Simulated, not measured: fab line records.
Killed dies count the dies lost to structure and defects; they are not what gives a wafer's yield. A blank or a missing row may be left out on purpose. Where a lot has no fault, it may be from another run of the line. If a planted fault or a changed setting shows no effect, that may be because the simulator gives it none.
Which of the tools did it? -- flow sky130 -- 12 lots with 36 wafers sampled at 2 steps, on a route of 708 steps

WHAT THE GAUGES READ, wafer by wafer
SKY_METAL2_RS_MEAS_05: measurement is done with a four-point probe. Usual: METAL2_ALCU_RS 0.1267 ohm/sq, standard deviation 0.0015.
lot,measured,on,METAL2_ALCU_RS (ohm/sq),flag
L141,day 34 20:15,film metro-04,0.1257 0.1266 0.1255,
L142,day 35 06:53,film metro-04,0.1253 0.1269 0.1268,
L144,day 36 03:49,film metro-01,0.1262 0.1260 0.1262,
L146,day 36 23:04,film metro-02,0.1279 0.1272 0.1273,
L147,day 37 10:26,film metro-02,0.1259 0.1273 0.1265,
L149,day 37 15:05,film metro-01,0.1268 0.1266 0.1263,
L154,day 39 04:03,film metro-01,0.1282 0.1262 0.1283,
L155,day 39 18:35,film metro-04,0.1266 0.1270 0.1280,
L157,day 39 22:41,film metro-02,0.1282 0.1270 0.1266,
L160,day 40 16:31,film metro-04,0.1256 0.1275 0.1256,
L161,day 41 01:50,film metro-04,0.1257 0.1245 0.1263,
L162,day 41 07:59,film metro-02,0.1244 0.1243 0.1231,

TOOL THAT RAN EACH LOT (tool first, then ch and the chambers of the sampled wafers, then the start)
lot,SKY_VIA1_SPUTTER_20
L141,"pvd sputter-03, day 34 19:28"
L142,"pvd sputter-02, day 35 06:05"
L144,"pvd sputter-03, day 36 02:59"
L146,"pvd sputter-02, day 36 22:17"
L147,"pvd sputter-01, day 37 09:39"
L149,"pvd sputter-03, day 37 14:17"
L154,"pvd sputter-03, day 39 00:56"
L155,"pvd sputter-02, day 39 17:47"
L157,"pvd sputter-01, day 39 21:52"
L160,"pvd sputter-03, day 40 15:44"
L161,"pvd sputter-01, day 41 01:04"
L162,"pvd sputter-03, day 41 06:59"
- SKY_VIA1_SPUTTER_20: material TiN, target thk 20 nm, time 80 s.

AS READ BY THE TOOLS THEMSELVES (means over the sampled wafers that have a number; for cases with no such wafer, the mark the record gives instead)
SKY_VIA1_SPUTTER_20. Usual: throttle valve pct 29.8 %, standard deviation 1.2.
lot,tool,throttle valve pct (%),flag
L141,pvd sputter-03,30.2,
L142,pvd sputter-02,31.1,
L144,pvd sputter-03,30.4,
L146,pvd sputter-02,29.8,
L147,pvd sputter-01,29.6,
L149,pvd sputter-03,29.8,
L154,pvd sputter-03,30.4,
L155,pvd sputter-02,29.9,
L157,pvd sputter-01,29.7,
L160,pvd sputter-03,29.9,
L161,pvd sputter-01,28.8,
L162,pvd sputter-03,30.8,

THE ANSWER, worked out from the rows above alone
Rule: a lot is off if the mean of its wafers that have a number lies more than 3 standard deviations from the usual mean. Also off: a lot with no number at a reading for which 4 or more lots have one. Where the step has rows for the other lots, those lots are counted as sound. First the gauges in route order, then the tools' own readings, where a lot's mean is used as printed above. The first step at which some lot is off is used, and at that step the reading that is off furthest; a lot without a number counts as furthest.
Across all readings shown, no lot is off: no conclusion can be drawn from this.

WHAT WAS PUT IN BY THE SIMULATOR
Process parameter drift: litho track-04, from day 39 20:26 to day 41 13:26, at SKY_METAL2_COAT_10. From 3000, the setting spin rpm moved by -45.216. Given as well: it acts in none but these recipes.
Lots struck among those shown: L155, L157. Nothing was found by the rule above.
